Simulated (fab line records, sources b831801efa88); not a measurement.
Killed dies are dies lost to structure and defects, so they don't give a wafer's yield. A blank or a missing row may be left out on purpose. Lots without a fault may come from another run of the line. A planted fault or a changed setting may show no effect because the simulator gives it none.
fab line records | flow sky130
record lots=15 wafers=45 last_day=50
route steps=708 shown VIA2@527 CAPM@541 METAL3@560
lots that met no fault: from a run of the same line without faults
start_h: hours from the record's first day to the start of the lot's first wafer shown | wait_h: hours since the lot's step before | " the same as in the row above | L1.1+2: a row that stands for several wafers | - no value, or no start given | * or withheld: withheld | < > ~ a bound
route shown NAME@n: a module of which the file shows steps, and the number in the route of the first | usual: mean/standard deviation of fault-free wafers | same: alike in all rows | chamber/n: place in a boat | sites: the reading at each site | _std_site: their standard deviation | _edge_site: outer sites' mean less inner sites' | radius_mm: how far each site lies from the wafer's centre | mask NAME#n: copy n | behind: the tool/chamber that last shaped the wafer | hold: why the lot was held/for how many hours/how that ended | device: the transistor (n, p or np) that didn't switch | end of line: the same wafers' tests at the end of the route | a step without rows: its recipe alone | killed: dies lost to structure and defects at the first sort, not the wafer's yield | map: a wafer's dies, x killed, . not, _ none there
set.NAME: the setting as run; set.NAME@STEP: as run at that earlier step | model.NAME: the simulator's own value behind a step, which no gauge read
steps of the route over a sample of lots; a table a step, a row a wafer
services: from which hour (start_h, from the record's first day; less than 0 if before it) a tool's chamber was out of use, for how many hours, and why
## steps
# step SKY_VIA2_SPUTTER_20
# recipe material=TiN target_thk_nm=20 chamber_pressure_pa=5 power_w=4000 time_s=80
# usual cathode_dc_power_W=4000.0/0.69 throttle_valve_pct=29.8/1.2
# columns lot.wafer tool chamber start_h wait_h cathode_dc_power_W throttle_valve_pct
L580.3 pvd_sputter-04 - 865.29 0.0 3999.9 32.5
L580.4 " - " " 3999.5 30.1
L580.6 " - " " 3999.9 28.1
L583.1 pvd_sputter-04 - 882.88 0.0 3999.7 28.0
L583.3 " - " " 4001.1 32.5
L583.5 " - " " 4000.9 30.3
L581.1 pvd_sputter-01 - 883.86 0.0 4001.4 29.3
L581.4 " - " " 3999.0 30.8
L581.6 " - " " 4000.4 30.4
L584.3 pvd_sputter-01 - 885.90 0.0 4000.6 29.0
L584.4 " - " " 4000.0 30.7
L584.5 " - " " 4001.2 30.2
L585.1 pvd_sputter-03 - 907.45 0.0 3999.1 30.0
L585.2 " - " " 4000.7 30.3
L585.4 " - " " 4000.8 30.5
L587.1 pvd_sputter-04 - 910.47 0.0 3998.7 29.2
L587.5 " - " " 3999.8 28.0
L587.6 " - " " 3999.9 32.4
L589.1 pvd_sputter-04 - 930.05 0.0 4000.3 32.4
L589.5 " - " " 4000.0 32.6
L589.6 " - " " 4000.0 28.3
L590.2 pvd_sputter-04 - 943.00 0.0 4000.5 29.4
L590.3 " - " " 3998.5 28.2
L590.6 " - " " 3999.6 28.2
L591.2 pvd_sputter-01 - 943.72 0.0 3999.6 29.7
L591.5 " - " " 4000.6 28.8
L591.6 " - " " 3998.8 29.5
L592.4 pvd_sputter-01 - 948.34 0.0 4000.0 29.6
L592.5 " - " " 3999.3 29.9
L592.6 " - " " 4000.9 29.5
L595.2 pvd_sputter-01 - 973.10 0.0 4000.8 29.4
L595.3 " - " " 4000.7 28.8
L595.5 " - " " 4000.1 30.5
L596.2 pvd_sputter-04 - 974.99 0.0 3999.8 32.5
L596.4 " - " " 4000.3 30.3
L596.6 " - " " 4000.8 28.8
L597.2 pvd_sputter-04 - 986.93 0.0 4000.4 30.4
L597.4 " - " " 4000.2 28.1
L597.6 " - " " 3999.8 32.2
L598.2 pvd_sputter-04 - 988.30 0.0 4000.5 30.5
L598.3 " - " " 3999.9 28.3
L598.5 " - " " 3999.6 32.3
L601.1 pvd_sputter-03 - 1000.98 0.0 3999.4 29.9
L601.2 " - " " 4000.7 28.5
L601.6 " - " " 4000.4 30.3
# step SKY_CAPM_THK_MEAS_04
# recipe thk_meas_gauge=xrf reads=TiN_of_CAPM_SPUTTER_02
# usual CAPM_TIN_THK=199.8/1.6
# columns lot.wafer tool chamber start_h wait_h CAPM_TIN_THK[nm]
L580.3 film_metro-03 - 866.45 0.1 201.8
L580.4 " - " " 200.5
L580.6 " - " " 203.2
L583.1 film_metro-04 - 884.02 0.1 198.2
L583.3 " - " " 198.8
L583.5 " - " " 197.7
L581.1 film_metro-03 - 885.00 0.1 199.7
L581.4 " - " " 199.7
L581.6 " - " " 201.2
L584.3 film_metro-01 - 887.07 0.1 200.7
L584.4 " - " " 201.1
L584.5 " - " " 202.2
L585.1 film_metro-04 - 908.58 0.1 201.4
L585.2 " - " " 200.3
L585.4 " - " " 199.6
L587.1 film_metro-03 - 911.60 0.1 199.1
L587.5 " - " " 199.9
L587.6 " - " " 198.5
L589.1 film_metro-04 - 931.19 0.1 202.4
L589.5 " - " " 200.5
L589.6 " - " " 200.3
L590.2 film_metro-01 - 944.15 0.1 199.6
L590.3 " - " " 198.9
L590.6 " - " " 198.4
L591.2 film_metro-01 - 944.87 0.1 200.0
L591.5 " - " " 200.1
L591.6 " - " " 200.4
L592.4 film_metro-04 - 949.51 0.1 198.4
L592.5 " - " " 198.7
L592.6 " - " " 198.0
L595.2 film_metro-01 - 974.24 0.1 200.6
L595.3 " - " " 201.5
L595.5 " - " " 201.7
L596.2 film_metro-04 - 976.13 0.1 201.4
L596.4 " - " " 201.8
L596.6 " - " " 197.9
L597.2 film_metro-04 - 988.08 0.1 198.6
L597.4 " - " " 199.3
L597.6 " - " " 198.4
L598.2 film_metro-04 - 989.58 0.1 201.0
L598.3 " - " " 200.3
L598.5 " - " " 201.4
L601.1 film_metro-01 - 1002.13 0.1 198.9
L601.2 " - " " 199.8
L601.6 " - " " 199.6
# step SKY_METAL3_EXPOSE_10
# recipe mask_id=MM3 na=0.68 source_shape=annular sigma_inner=0.4 sigma_outer=0.8 target_cd_nm=300 dose_mj=28
# usual exposure_dose_mJ_cm2=28.2/0.32 focus_offset_nm=0.1/0.51
# columns lot.wafer tool chamber start_h wait_h mask exposure_dose_mJ_cm2 focus_offset_nm
L580.3 krf_scanner-02 0 905.59 - MM3#0 28.0 -0.5
L580.4 " 0 " " MM3#0 27.9 -0.4
L580.6 " 0 " " MM3#0 28.0 -0.2
L583.1 krf_scanner-01 0 921.86 - MM3#0 28.6 -0.6
L583.3 " 0 " " MM3#0 28.6 -0.2
L583.5 " 0 " " MM3#0 28.6 0.5
L581.1 krf_scanner-02 0 923.53 - MM3#0 28.0 -1.0
L581.4 " 0 " " MM3#0 28.0 0.0
L581.6 " 0 " " MM3#0 28.0 -0.1
L584.3 krf_scanner-01 0 925.07 - MM3#0 28.6 0.9
L584.4 " 0 " " MM3#0 28.6 0.9
L584.5 " 0 " " MM3#0 28.6 0.1
L585.1 krf_scanner-02 0 946.06 - MM3#0 27.9 0.1
L585.2 " 0 " " MM3#0 28.0 -0.4
L585.4 " 0 " " MM3#0 27.9 0.3
L587.1 krf_scanner-02 0 949.63 - MM3#0 27.9 0.1
L587.5 " 0 " " MM3#0 27.9 -0.1
L587.6 " 0 " " MM3#0 27.9 -0.2
L589.1 krf_scanner-01 0 968.86 - MM3#0 28.6 1.0
L589.5 " 0 " " MM3#0 28.5 0.8
L589.6 " 0 " " MM3#0 28.6 0.4
L590.2 krf_scanner-02 0 981.35 - MM3#0 27.9 0.0
L590.3 " 0 " " MM3#0 28.0 -0.4
L590.6 " 0 " " MM3#0 27.9 -0.1
L591.2 krf_scanner-01 0 981.59 - MM3#0 28.6 -0.9
L591.5 " 0 " " MM3#0 28.6 0.0
L591.6 " 0 " " MM3#0 28.6 0.0
L592.4 krf_scanner-01 0 985.55 - MM3#0 28.6 0.4
L592.5 " 0 " " MM3#0 28.6 0.7
L592.6 " 0 " " MM3#0 28.6 0.9
L595.2 krf_scanner-01 0 1009.35 - MM3#0 28.6 0.4
L595.3 " 0 " " MM3#0 28.6 0.2
L595.5 " 0 " " MM3#0 28.6 0.1
L596.2 krf_scanner-02 - 1011.55 - MM3#0 - -
L596.4 " - " " MM3#0 - -
L596.6 " - " " MM3#0 - -
L597.2 krf_scanner-02 - 1023.31 - MM3#0 - -
L597.4 " - " " MM3#0 - -
L597.6 " - " " MM3#0 - -
L598.2 krf_scanner-01 - 1025.57 - MM3#0 - -
L598.3 " - " " MM3#0 - -
L598.5 " - " " MM3#0 - -
L601.1 krf_scanner-02 0 1037.24 - MM3#0 27.9 -0.7
L601.2 " 0 " " MM3#0 27.9 -1.0
L601.6 " 0 " " MM3#0 27.9 -0.6
# step SKY_METAL3_DESCUM_15
# recipe chemistry=O2 source_power_w=150 bias_power_w=0 pressure_mtorr=10 temp_c=40 time_s=8
# usual drypump_motor_current_A=6.0/0.46 oes_product_au=0.999/0.0076
# columns lot.wafer tool chamber start_h wait_h drypump_motor_current_A oes_product_au rf_hours_counter_h
L580.3 rie_metal-04 0 917.34 0.0 6.5 1.004 -
L580.4 " 1 " " 6.0 1.006 -
L580.6 " 0 " " 6.5 1.002 -
L583.1 rie_metal-01 0 934.36 0.0 4.9 1.008 10
L583.3 " 0 " " 4.9 0.993 -
L583.5 " 0 " " 4.9 0.995 -
L581.1 rie_metal-03 0 935.70 0.0 5.7 0.992 9
L581.4 " 1 " " 6.2 0.987 -
L581.6 " 0 " " 5.7 0.989 -
L584.3 rie_metal-04 0 937.22 0.0 6.5 1.003 -
L584.4 " 1 " " 6.0 1.001 -
L584.5 " 1 " " 6.0 1.003 -
L585.1 rie_metal-03 1 958.15 0.0 6.2 0.987 12
L585.2 " 0 " " 5.7 0.987 10
L585.4 " 1 " " 6.2 0.994 -
L587.1 rie_metal-04 0 961.51 0.0 6.5 0.996 3
L587.5 " 0 " " 6.5 0.993 -
L587.6 " 0 " " 6.5 1.003 -
L589.1 rie_metal-04 1 980.75 0.0 6.0 1.003 11
L589.5 " 1 " " 6.0 1.009 -
L589.6 " 0 " " 6.5 1.011 -
L590.2 rie_metal-01 0 992.30 0.0 4.9 1.007 13
L590.3 " 1 " " 5.7 0.988 -
L590.6 " 1 " " 5.7 1.002 -
L591.2 rie_metal-04 0 992.65 0.0 6.5 0.998 5
L591.5 " 0 " " 6.5 1.003 -
L591.6 " 1 " " 6.0 0.989 -
L592.4 rie_metal-03 0 996.56 0.0 5.7 0.992 -
L592.5 " 0 " " 5.7 0.999 -
L592.6 " 1 " " 6.2 0.992 -
L595.2 rie_metal-04 0 1020.51 0.0 6.5 0.995 6
L595.3 " 1 " " 6.0 1.001 -
L595.5 " 1 " " 6.0 1.004 -
L596.2 rie_metal-04 1 1022.61 0.0 6.0 1.011 13
L596.4 " 1 " " 6.0 1.005 -
L596.6 " 0 " " 6.5 0.998 -
L597.2 rie_metal-01 1 1034.66 0.0 5.7 1.001 9
L597.4 " 0 " " 4.9 1.001 -
L597.6 " 0 " " 4.9 1.005 -
L598.2 rie_metal-04 0 1036.73 0.0 6.5 1.003 7
L598.3 " 1 " " 6.0 1.017 -
L598.5 " 1 " " 6.0 1.010 -
L601.1 rie_metal-04 1 1048.23 0.0 6.0 1.015 15
L601.2 " 0 " " 6.5 1.005 8
L601.6 " 1 " " 6.0 1.000 -
## services
# columns tool chamber start_h hours kind
krf_scanner-02 - 843.82 1.3 pm
krf_scanner-01 - 875.47 1.3 pm
rie_metal-01 0 877.50 3.4 repair
rie_metal-01 - 883.99 6.0 repair
krf_scanner-01 - 892.64 4.4 pm
rie_metal-04 0 893.01 4.3 repair
krf_scanner-02 - 921.76 0.2 repair
rie_metal-04 - 928.31 0.4 repair
pvd_sputter-03 - 939.05 2.1 repair
krf_scanner-01 - 942.85 0.2 repair
krf_scanner-01 - 944.05 2.0 repair
krf_scanner-02 - 947.23 1.0 pm
rie_metal-04 1 953.63 8.5 repair
krf_scanner-02 - 956.06 3.6 pm
krf_scanner-02 - 967.31 0.8 pm
krf_scanner-01 - 969.21 0.8 pm
krf_scanner-01 - 989.97 3.6 pm
krf_scanner-01 - 993.52 1.0 pm
krf_scanner-01 - 996.36 0.6 repair
pvd_sputter-01 - 998.78 2.7 repair
rie_metal-04 - 1006.17 2.8 pm
krf_scanner-02 - 1019.65 1.3 pm
krf_scanner-01 - 1035.77 0.5 repair
rie_metal-03 - 1038.52 28.1 pm
## key
first_sign step=SKY_METAL3_EXPOSE_10 reading=tool_record direction=missing
effect none on later readings
met_at SKY_METAL3_EXPOSE_10
struck_lots L596,L597,L598
later_rows_left_out L596.2,L596.4,L596.6,L597.2,L597.4,L597.6,L598.2,L598.3,L598.5
sort_left_out L596.2,L596.4,L596.6,L597.2,L597.4,L597.6,L598.2,L598.3,L598.5
not_acting_at SKY_VIA2_SPUTTER_20,SKY_CAPM_THK_MEAS_04,SKY_METAL3_DESCUM_15
onset_between 1009.35 1011.55
fault kind=skipped_step_whole tool=krf_scanner-01,krf_scanner-02 chamber=- onset_h=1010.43 steps=SKY_METAL3_EXPOSE_10 scope=struck_lots_only
# sort_left_out: the simulated sort isn't trusted on such a fault, so these wafers' sort isn't shown, and their yield isn't known
# later_rows_left_out: the simulator's readings of these wafers behind a module that went badly wrong aren't trusted and aren't shown, but for the sort
